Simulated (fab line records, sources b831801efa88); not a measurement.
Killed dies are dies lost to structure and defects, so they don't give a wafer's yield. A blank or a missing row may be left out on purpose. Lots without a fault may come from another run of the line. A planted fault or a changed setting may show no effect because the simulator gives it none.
Which tool did it? | flow gf180mcu | 12 lots, 36 wafers sampled, at 2 steps of a route of 602

WHAT THE GAUGES READ, wafer by wafer
GF_SAB_THK_MEAS_01.
lot  | measured     | on            | SAB_CVD_00_THK (nm)
L442 | day 14 13:51 | film_metro-01 | 49.1 50.4 48.8
L443 | day 14 21:51 | film_metro-04 | 49.7 50.1 49.4
L444 | day 15 08:58 | film_metro-02 | 49.0 49.9 51.1
L445 | day 15 17:28 | film_metro-02 | 49.9 48.7 50.9
L446 | day 15 23:48 | film_metro-01 | 49.5 50.3 50.7
L447 | day 16 06:39 | film_metro-02 | 50.0 48.8 50.3
L448 | day 16 16:03 | film_metro-01 | 49.4 50.4 49.7
L449 | day 17 01:36 | film_metro-02 | 48.0 48.7 49.1
L452 | day 18 09:22 | film_metro-04 | 49.6 49.2 51.1
L453 | day 19 11:10 | film_metro-01 | 49.9 56.4 49.6
L463 | day 22 07:40 | film_metro-04 | 48.9 49.1 50.1
L464 | day 22 12:40 | film_metro-02 | 48.3 49.6 50.8

WHICH TOOL RAN EACH LOT (tool, then ch and the chambers of the sampled wafers, then the start)
lot  | GF_SAB_CVD_00
L442 | pecvd-04 ch 1,2, day 14 13:50
L443 | pecvd-04 ch 0,1,2, day 14 21:50
L444 | pecvd-03 ch 0,1,2, day 15 08:56
L445 | pecvd-03 ch 0,1,2, day 15 17:27
L446 | pecvd-04 ch 0,2, day 15 23:47
L447 | pecvd-04 ch 0,1, day 16 06:37
L448 | pecvd-04 ch 0,1, day 16 16:02
L449 | pecvd-03 ch 1,2, day 17 01:35
L452 | pecvd-03 ch 0,1,2, day 18 09:20
L453 | pecvd-04 ch 0,1,2, day 19 11:09
L463 | pecvd-03 ch 1,2, day 22 07:37
L464 | pecvd-03 ch 0,1, day 22 12:38
- GF_SAB_CVD_00: deposits SiO2 from TEOS, target thk 50 nm, time 4.9302 s.

WHAT THE TOOLS THEMSELVES READ (means of the sampled wafers that have a number; where no wafer has one, the mark that the record gives instead)
GF_SAB_CVD_00.
lot  | tool     | heater_power_w (W) | rf_fwd_power_W (W)
L442 | pecvd-04 | 616                | 588.8
L443 | pecvd-04 | 639                | 585.7
L444 | pecvd-03 | 603                | 585.0
L445 | pecvd-03 | 632                | 585.6
L446 | pecvd-04 | 651                | 587.9
L447 | pecvd-04 | 693                | 590.8
L448 | pecvd-04 | 740                | 588.1
L449 | pecvd-03 | 632                | 586.8
L452 | pecvd-03 | 599                | 585.6
L453 | pecvd-04 | 670                | 586.9
L463 | pecvd-03 | 574                | 586.6
L464 | pecvd-03 | 571                | 586.4

THE ANSWER, worked out from the rows above alone
Rule: what is usual is taken from the lots themselves. Put in order of their means at a reading, lots are off if they are a third of the lots or fewer, leave a main group of 4 or more, and stand apart from it by a gap of 3 or more times the standard deviation of the main group's means; of several such gaps the widest counts. A main group whose means are all the same, to the digits that the tables above print for the reading, isn't used. A lot without any number at a reading at which 4 lots or more have one is off too. The other lots that the step has rows for count as sound. The gauges are gone through in route order, then the tools' own readings, and for those a lot's mean is taken as printed above. The first step at which some lot is off is used, and at that step the reading that is off furthest; a lot without a number counts as furthest.
Off: L453, at GF_SAB_THK_MEAS_01 (SAB_CVD_00_THK). The main group: mean 49.7 nm, standard deviation 0.4.
A tool fits if, at a process step before that reading, it ran every lot that is off, and no sound lot after the first of them. The gauges at GF_SAB_THK_MEAS_01 are tried like those tools. Can't be told from this: 2 tools fit, pecvd-04 at GF_SAB_CVD_00, film_metro-01 at GF_SAB_THK_MEAS_01.

WHAT THE SIMULATOR HAD PUT IN
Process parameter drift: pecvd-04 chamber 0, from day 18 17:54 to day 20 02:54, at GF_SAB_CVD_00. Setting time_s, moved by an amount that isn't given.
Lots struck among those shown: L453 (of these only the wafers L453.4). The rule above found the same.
